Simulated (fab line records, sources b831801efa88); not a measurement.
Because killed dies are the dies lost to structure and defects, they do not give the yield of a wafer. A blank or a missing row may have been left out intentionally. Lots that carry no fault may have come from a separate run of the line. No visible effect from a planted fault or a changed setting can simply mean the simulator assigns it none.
fab line records    flow sky130
[record] lots = 6  wafers = 18  last_day = 50
route steps=708 shown NWELL@65 PAD_OPEN@708
lots that met no fault: from a run of the same line without faults
start_h: hours from the record's first day to the start of the lot's first wafer shown    wait_h: hours elapsed since this lot's preceding step    " as in the row above    L1.1+2: one row covering several wafers at once    - either no value or no given start    * or withheld: withheld    < > ~ a bound
route shown NAME@n: a module of which the file shows steps, and the number in the route of the first    usual: mean/standard deviation of fault-free wafers    same: alike in all rows    chamber/n: place in a boat    sites: the reading at each site    _std_site: the standard deviation of these    _edge_site: outer sites' mean less inner sites'    radius_mm: for every site, how far away it sits from the centre of the wafer    mask NAME#n: copy n    behind: the most recent tool/chamber to have shaped the wafer    hold: cause of the lot's hold/its duration in hours/its outcome    device: the transistor (n, p or np) that didn't switch    end of line: tests run on the same wafers once the route is complete    where a step has no rows: the recipe by itself    killed: dies that structure and defects cost at the first sort, which is not the same as the wafer's yield    map: per-die view of a wafer (x killed, . not killed, _ where there is no die)
set.NAME: the setting that was run; set.NAME@STEP: the one run at that earlier step    model.NAME: the simulator's own value behind a step, which no gauge read
a table for each step, a row for each wafer; lots at some steps of the route
services: from which hour (start_h, from the record's first day; less than 0 if before it) a tool's chamber was out of use, for how many hours, and why
[[steps]]
[step SKY_NWELL_IMPLANT_12]
[recipe] species = P  energy_kev = 120  dose_cm2 = 1.3e+12  tilt_deg = withheld
[step SKY_NWELL_IMPLANT_13]
[recipe] species = P  energy_kev = 50  dose_cm2 = 7e+11  tilt_deg = withheld
[step SKY_NWELL_STRIP_14]
[recipe] chemistry = O2/N2  power_w = 1400  pressure_mtorr = 1500  platen_temp_c = withheld  o2_flow_sccm = 3000  n2_flow_sccm = 300  overash_fraction = 0.5
[usual] drypump_motor_current_A = 5.8/0.52  oes_product_au = 0.723/0.0039  strip_time_to_endpoint_s = 36.96/0.092
lot.wafer  tool             chamber  start_h  wait_h  drypump_motor_current_A  oes_product_au  rf_hours_counter_h  strip_time_to_endpoint_s
L774.4     plasma_asher-02  0        110.35   0.1     5.5                      0.729           -                   37.02
L774.5     "                1        "        "       5.4                      0.732           -                   36.96
L774.6     "                0        "        "       5.5                      0.722           -                   37.13
L776.1     plasma_asher-03  0        124.78   0.1     5.3                      0.730           31                  36.85
L776.3     "                0        "        "       5.4                      0.726           -                   36.94
L776.4     "                1        "        "       6.5                      0.726           -                   36.94
L784.2     plasma_asher-03  1        171.03   0.1     6.4                      0.724           36                  36.98
L784.3     "                1        "        "       6.4                      0.728           -                   37.00
L784.5     "                1        "        "       6.4                      0.721           -                   37.09
L785.1     plasma_asher-02  1        186.23   0.1     5.4                      0.725           48                  36.82
L785.2     "                0        "        "       5.5                      0.726           48                  37.01
L785.4     "                1        "        "       5.4                      0.716           -                   36.80
L786.1     plasma_asher-01  0        189.11   0.1     6.4                      0.721           7                   37.12
L786.4     "                0        "        "       6.4                      0.729           -                   37.24
L786.5     "                1        "        "       6.4                      0.723           -                   37.05
L791.3     plasma_asher-01  0        215.19   0.1     6.4                      0.721           -                   36.89
L791.4     "                1        "        "       6.5                      0.722           -                   36.96
L791.6     "                0        "        "       6.4                      0.730           -                   36.83
[step SKY_NWELL_TW_MEAS_15]
[usual] NWELL_TW = 1811/27
lot.wafer  tool           chamber  start_h  wait_h  NWELL_TW
L774.4     film_metro-01  -        110.44   0.1     1774
L774.5     "              -        "        "       1773
L774.6     "              -        "        "       1763
L776.1     film_metro-04  -        124.88   0.1     1837
L776.3     "              -        "        "       1839
L776.4     "              -        "        "       1841
L784.2     film_metro-04  -        171.14   0.1     1824
L784.3     "              -        "        "       1828
L784.5     "              -        "        "       1835
L785.1     film_metro-04  -        186.33   0.1     1827
L785.2     "              -        "        "       1829
L785.4     "              -        "        "       1825
L786.1     film_metro-03  -        189.21   0.1     1835
L786.4     "              -        "        "       1849
L786.5     "              -        "        "       1837
L791.3     film_metro-04  -        215.28   0.1     1848
L791.4     "              -        "        "       1829
L791.6     "              -        "        "       1842
[step SKY_NWELL_DEHYDRATE_16]
[recipe] temp_c = 200  time_s = 60
[step SKY_NWELL_HMDS_17]
[recipe] prime_time_s = 60  prime_temp_c = 120
[step SKY_NWELL_COAT_18]
[recipe] spin_rpm = 2000  resist_thk_nm = 3000
[step SKY_NWELL_SOFTBAKE_19]
[recipe] temp_c = 110  time_s = withheld
[step SKY_NWELL_EXPOSE_20]
[recipe] mask_id = NWM_COMPLEMENT  na = 0.6  source_shape = conventional  sigma_outer = 0.6  polarization = unpolarized  target_cd_nm = 840  dose_mj = 260
[step SKY_NWELL_PEB_21]
[recipe] temp_c = 115  time_s = withheld
[step SKY_NWELL_DEVELOP_22]
[recipe] wall_angle_deg = 90  developer = TMAH  develop_time_s = 60  dev_temp_c = 23
[step SKY_NWELL_OVL_MEAS_23]
[usual] NWELL_01_OVL = -1.4/1.4
lot.wafer  tool        chamber  start_h  wait_h  NWELL_01_OVL[nm]
L774.4     overlay-02  -        128.76   -       -1.3
L774.5     "           -        "        "       -1.2
L774.6     "           -        "        "       -1.9
L776.1     overlay-02  -        144.68   -       0.1
L776.3     "           -        "        "       -1.1
L776.4     "           -        "        "       -1.0
L784.2     overlay-01  -        192.63   -       -1.9
L784.3     "           -        "        "       -2.2
L784.5     "           -        "        "       0.1
L785.1     overlay-02  -        208.18   -       -2.6
L785.2     "           -        "        "       -2.6
L785.4     "           -        "        "       -3.9
L786.1     overlay-01  -        211.55   -       -0.1
L786.4     "           -        "        "       0.7
L786.5     "           -        "        "       0.3
L791.3     overlay-02  -        238.36   -       -3.6
L791.4     "           -        "        "       -1.8
L791.6     "           -        "        "       -4.4
[step SKY_NWELL_IMPLANT_24]
[recipe] species = B  energy_kev = 140  dose_cm2 = 9.2e+12  tilt_deg = withheld
[usual] dose_ions_cm2 = 9.201e+12/1.2e+10  faraday_current_uA = 51.8/0.96
lot.wafer  tool          chamber  start_h  wait_h  dose_ions_cm2  faraday_current_uA
L774.4     implanter-03  0        128.85   0.1     9.221e+12      53.9
L774.5     "             0        "        "       9.196e+12      52.6
L774.6     "             0        "        "       9.21e+12       52.5
L776.1     implanter-02  0        144.71   0.0     9.185e+12      51.9
L776.3     "             0        "        "       9.2e+12        51.2
L776.4     "             0        "        "       9.198e+12      52.1
L784.2     implanter-02  0        192.69   0.0     8.43e+12       47.1
L784.3     "             0        "        "       8.426e+12      47.3
L784.5     "             0        "        "       8.412e+12      47.7
L785.1     implanter-04  0        208.25   0.1     9.218e+12      52.0
L785.2     "             0        "        "       9.206e+12      52.8
L785.4     "             0        "        "       9.231e+12      51.2
L786.1     implanter-02  0        211.58   0.0     8.427e+12      48.2
L786.4     "             0        "        "       8.416e+12      46.6
L786.5     "             0        "        "       8.43e+12       46.5
L791.3     implanter-03  0        238.43   0.1     9.205e+12      52.3
L791.4     "             0        "        "       9.198e+12      53.1
L791.6     "             0        "        "       9.223e+12      51.7
[step SKY_NWELL_STRIP_25]
[recipe] chemistry = O2/N2  power_w = 1400  pressure_mtorr = 1500  platen_temp_c = withheld  o2_flow_sccm = 3000  n2_flow_sccm = 300  overash_fraction = 0.5
[usual] drypump_motor_current_A = 5.7/0.48  oes_product_au = 0.723/0.0042  strip_time_to_endpoint_s = 36.91/0.11
lot.wafer  tool             chamber  start_h  wait_h  drypump_motor_current_A  oes_product_au  rf_hours_counter_h  strip_time_to_endpoint_s
L774.4     plasma_asher-01  1        128.96   0.1     6.5                      0.724           -                   37.07
L774.5     "                0        "        "       6.4                      0.723           -                   36.94
L774.6     "                1        "        "       6.5                      0.722           -                   36.91
L776.1     plasma_asher-02  1        144.86   0.1     5.4                      0.718           44                  36.90
L776.3     "                0        "        "       5.4                      0.730           -                   37.02
L776.4     "                1        "        "       5.4                      0.725           -                   36.93
L784.2     plasma_asher-02  1        192.81   0.1     5.4                      0.718           49                  36.95
L784.3     "                0        "        "       5.5                      0.720           -                   36.96
L784.5     "                1        "        "       5.4                      0.723           -                   36.94
L785.1     plasma_asher-02  1        208.40   0.1     5.4                      0.727           50                  36.84
L785.2     "                0        "        "       5.4                      0.727           50                  36.78
L785.4     "                0        "        "       5.4                      0.720           -                   36.85
L786.1     plasma_asher-01  1        211.73   0.1     6.5                      0.726           9                   37.03
L786.4     "                0        "        "       6.4                      0.723           -                   36.91
L786.5     "                0        "        "       6.4                      0.722           -                   36.95
L791.3     plasma_asher-02  0        238.57   0.1     5.4                      0.726           -                   37.16
L791.4     "                1        "        "       5.4                      0.724           -                   37.15
L791.6     "                0        "        "       5.4                      0.717           -                   37.10
[step SKY_PAD_OPEN_PROBE_99]
[usual] killed_at_M0_to_M3 = 43/6.6  killed_at_M4_up = 3.1/1.9  killed_at_contacts = 24/5.2  killed_at_front_end = 16/4.5  killed_at_other = 0.4/0.62  killed_dies = 87/9  killed_open = 48/7  killed_short = 39/6.2
[same] gross_dies = 492  killed_at_back_side = 0
lot.wafer  tool       chamber  start_h  wait_h  killed_at_M0_to_M3  killed_at_M4_up  killed_at_contacts  killed_at_front_end  killed_at_other  killed_dies  killed_open  killed_short  model.etest.pfet_16v.r_on_ohm_um  model.etest.res_pwell_under_gate.rs_ohm_sq  model.etest.pfet_16v.drive_ua_um  model.etest.field_n.vt_v
L774.4     prober-01  -        1118.96  0.2     43                  4                28                  27                   0                102          62           40            1.528e+04                         2279                                        242.2                             36.36
L774.5     prober-01  -        1119.01  0.2     44                  1                22                  17                   0                84           41           43            1.512e+04                         2274                                        245.8                             35.94
L774.6     prober-01  -        1119.06  0.2     50                  3                24                  22                   0                99           50           49            1.52e+04                          2258                                        242                               36.33
L776.1     prober-02  -        1132.47  0.1     59                  0                20                  19                   0                98           55           39            1.508e+04                         2299                                        241.1                             35.53
L776.3     prober-02  -        1132.57  0.2     40                  3                28                  14                   0                85           49           34            1.535e+04                         2280                                        239.2                             36.21
L776.4     prober-02  -        1132.62  0.2     34                  2                25                  21                   0                82           45           36            1.51e+04                          2282                                        242.9                             35.71
L784.2     prober-01  -        1178.28  0.1     47                  2                34                  15                   0                98           46           51            1.596e+04                         2422                                        234.1                             33.83
L784.3     prober-01  -        1178.33  0.2     35                  2                35                  18                   0                90           50           40            1.631e+04                         2428                                        231.4                             34.21
L784.5     prober-01  -        1178.43  0.2     55                  4                38                  18                   2                117          65           51            1.585e+04                         2429                                        238.1                             33.83
L785.1     prober-02  -        1183.17  0.1     34                  4                18                  18                   0                74           45           29            1.5e+04                           2299                                        245.6                             35.83
L785.2     prober-02  -        1183.22  0.1     38                  5                29                  13                   1                86           51           34            1.486e+04                         2288                                        247.8                             35.26
L785.4     prober-02  -        1183.32  0.2     44                  1                23                  18                   0                86           54           32            1.465e+04                         2298                                        249.3                             34.36
L786.1     prober-01  -        1196.56  0.1     39                  0                19                  17                   0                75           47           27            1.556e+04                         2406                                        239.3                             33.82
L786.4     prober-01  -        1196.71  0.2     41                  3                27                  19                   0                90           51           39            1.577e+04                         2417                                        233.9                             34.5
L786.5     prober-01  -        1196.76  0.2     42                  2                35                  10                   0                89           49           40            1.582e+04                         2400                                        236                               34.44
L791.3     prober-02  -        1209.46  0.2     43                  5                31                  12                   1                92           49           43            1.511e+04                         2294                                        247.2                             35.44
L791.4     prober-02  -        1209.51  0.2     50                  4                18                  26                   2                100          51           49            1.518e+04                         2289                                        246.6                             35.63
L791.6     prober-02  -        1209.61  0.2     50                  4                18                  14                   0                86           49           37            1.517e+04                         2299                                        251.1                             35.6
// killed by level:class
L774.4 CONTACT:geometric_particle:open=14 POLY_GATE:geometric_particle:open=11 VIA1:geometric_particle:open=10 POLY_GATE:geometric_particle:short=8 VIA1:geometric_particle:short=8 LI_CONTACT:geometric_particle:open=6 VIA2:geometric_particle:open=5 FIELD_ISO:geometric_particle:open=4
L774.5 VIA1:geometric_particle:open=9 VIA2:geometric_particle:open=9 LI_CONTACT:geometric_particle:open=7 FIELD_ISO:geometric_particle:open=5 POLY_GATE:geometric_particle:short=5 LI_CONTACT:geometric_particle:short=5 VIA3:geometric_particle:short=5 VIA1:geometric_particle:short=4
L774.6 METAL1:geometric_particle:short=12 VIA1:geometric_particle:open=10 LI_CONTACT:geometric_particle:open=8 FIELD_ISO:geometric_particle:open=7 CONTACT:geometric_particle:open=7 VIA2:geometric_particle:open=7 POLY_GATE:geometric_particle:short=6 FIELD_ISO:geometric_particle:short=4
L776.1 VIA1:geometric_particle:open=15 METAL1:geometric_particle:short=11 VIA2:geometric_particle:open=10 VIA3:geometric_particle:open=10 CONTACT:geometric_particle:short=7 CONTACT:geometric_particle:open=6 FIELD_ISO:geometric_particle:open=5 POLY_GATE:geometric_particle:short=5
L776.3 VIA3:geometric_particle:open=10 CONTACT:geometric_particle:open=10 LI_CONTACT:geometric_particle:open=9 METAL2:geometric_particle:short=8 VIA1:geometric_particle:open=7 FIELD_ISO:geometric_particle:short=4 METAL1:geometric_particle:short=4 VIA2:geometric_particle:open=4
L776.4 CONTACT:geometric_particle:open=8 VIA3:geometric_particle:open=8 POLY_GATE:geometric_particle:open=5 VIA2:geometric_particle:open=5 LOCAL_INTERCONNECT:geometric_particle:short=5 METAL1:geometric_particle:short=5 FIELD_ISO:geometric_particle:open=4 LI_CONTACT:geometric_particle:open=4
L784.2 CONTACT:geometric_particle:open=13 VIA1:geometric_particle:open=9 METAL1:geometric_particle:short=8 LI_CONTACT:geometric_particle:short=7 LI_CONTACT:geometric_particle:open=7 METAL2:geometric_particle:short=7 VIA2:geometric_particle:open=7 CONTACT:geometric_particle:short=5
L784.3 VIA1:geometric_particle:open=13 CONTACT:geometric_particle:open=10 CONTACT:geometric_particle:short=10 LI_CONTACT:geometric_particle:open=9 VIA3:geometric_particle:open=6 VIA1:geometric_particle:short=5 FIELD_ISO:geometric_particle:open=4 POLY_GATE:geometric_particle:open=4
L784.5 VIA1:geometric_particle:open=17 CONTACT:geometric_particle:open=15 LI_CONTACT:geometric_particle:open=9 METAL2:geometric_particle:short=8 VIA2:geometric_particle:open=7 POLY_GATE:geometric_particle:open=6 CONTACT:geometric_particle:short=6 LOCAL_INTERCONNECT:geometric_particle:short=4
L785.1 METAL1:geometric_particle:short=8 VIA2:geometric_particle:open=7 POLY_GATE:geometric_particle:open=7 LI_CONTACT:geometric_particle:open=7 CONTACT:geometric_particle:open=6 VIA1:geometric_particle:short=5 FIELD_ISO:geometric_particle:open=5 SPACER:geometric_particle:open=3
L785.2 VIA1:geometric_particle:open=12 LI_CONTACT:geometric_particle:open=10 CONTACT:geometric_particle:open=7 VIA2:geometric_particle:open=6 CONTACT:geometric_particle:short=5 METAL2:geometric_particle:short=5 FIELD_ISO:geometric_particle:open=4 POLY_GATE:geometric_particle:open=4
L785.4 VIA2:geometric_particle:open=10 CONTACT:geometric_particle:open=8 POLY_GATE:geometric_particle:open=7 LI_CONTACT:geometric_particle:open=7 VIA1:geometric_particle:open=6 VIA3:geometric_particle:open=6 FIELD_ISO:geometric_particle:short=5 METAL1:geometric_particle:short=4
L786.1 VIA1:geometric_particle:open=14 CONTACT:geometric_particle:open=9 VIA3:geometric_particle:open=6 POLY_GATE:geometric_particle:open=5 LI_CONTACT:geometric_particle:open=5 METAL1:geometric_particle:short=5 SPACER:geometric_particle:short=3 VIA2:geometric_particle:open=3
L786.4 VIA1:geometric_particle:open=12 CONTACT:geometric_particle:open=10 VIA1:geometric_particle:short=8 FIELD_ISO:geometric_particle:open=7 VIA3:geometric_particle:open=7 FIELD_ISO:geometric_particle:short=6 LI_CONTACT:geometric_particle:open=6 LOCAL_INTERCONNECT:geometric_particle:short=5
L786.5 VIA1:geometric_particle:open=15 CONTACT:geometric_particle:open=12 LOCAL_INTERCONNECT:geometric_particle:short=9 METAL1:geometric_particle:short=8 LI_CONTACT:geometric_particle:open=6 VIA3:geometric_particle:open=5 CONTACT:geometric_particle:short=4 VIA2:geometric_particle:open=4
L791.3 VIA1:geometric_particle:open=10 CONTACT:geometric_particle:open=9 LI_CONTACT:geometric_particle:open=8 VIA3:geometric_particle:open=7 METAL1:geometric_particle:short=6 LOCAL_INTERCONNECT:geometric_particle:short=5 CONTACT:geometric_particle:short=5 POLY_GATE:geometric_particle:open=4
L791.4 VIA1:geometric_particle:open=10 FIELD_ISO:geometric_particle:open=8 LI_CONTACT:geometric_particle:open=8 VIA3:geometric_particle:short=7 FIELD_ISO:geometric_particle:short=6 CONTACT:geometric_particle:open=6 METAL1:geometric_particle:short=6 VIA1:geometric_particle:short=6
L791.6 VIA1:geometric_particle:open=11 LI_CONTACT:geometric_particle:open=7 VIA2:geometric_particle:open=7 POLY_GATE:geometric_particle:open=6 CONTACT:geometric_particle:open=6 METAL1:geometric_particle:short=6 VIA2:geometric_particle:short=6 VIA3:geometric_particle:short=4
[[services]]
tool             chamber  start_h  hours  kind
implanter-03     -        100.76   4.1    pm
plasma_asher-01  -        108.75   9.0    pm
plasma_asher-01  0        108.75   9.0    vent_cycle
plasma_asher-01  1        108.75   9.0    vent_cycle
plasma_asher-01  0        117.75   -      clean
plasma_asher-01  1        117.75   -      clean
implanter-04     -        162.54   2.5    repair
implanter-02     -        176.81   3.2    pm
implanter-03     -        188.28   1.8    repair
implanter-03     -        214.06   0.8    repair
plasma_asher-03  -        214.75   2.8    pm
implanter-04     -        218.95   4.5    repair
[[key]]
[first_sign] step = SKY_NWELL_IMPLANT_24  reading = dose_ions_cm2  direction = down  sigmas = 67  usual = *  struck = *
[effect] step = SKY_NWELL_IMPLANT_24  reading = faraday_current_uA  direction = down  sigmas = 4.7  usual = 51.8  struck = 47.2
[model_effect] step = SKY_PAD_OPEN_PROBE_99  value = etest.pfet_16v.r_on_ohm_um  without = 1.52e+04  struck = 1.588e+04
met_at SKY_NWELL_IMPLANT_24
struck_wafers L784.2,L784.3,L784.5,L786.1,L786.4,L786.5
tester_left_out L784,L786
onset_between 144.71 192.69
[fault] kind = process_parameter_drift  tool = implanter-02  chamber = -  onset_h = 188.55  steps = SKY_NWELL_IMPLANT_24  channel = dose_cm2  offset = *  shape = step  end_h = 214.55  acts_in = *  stated = *
// tester_left_out: of these lots the tester's yield and bins aren't shown, on N5 and GAA mostly nor the transistor test; their killed dies are dies lost to structure and defects alone, not to doping, threshold or leakage, so they don't give the yield
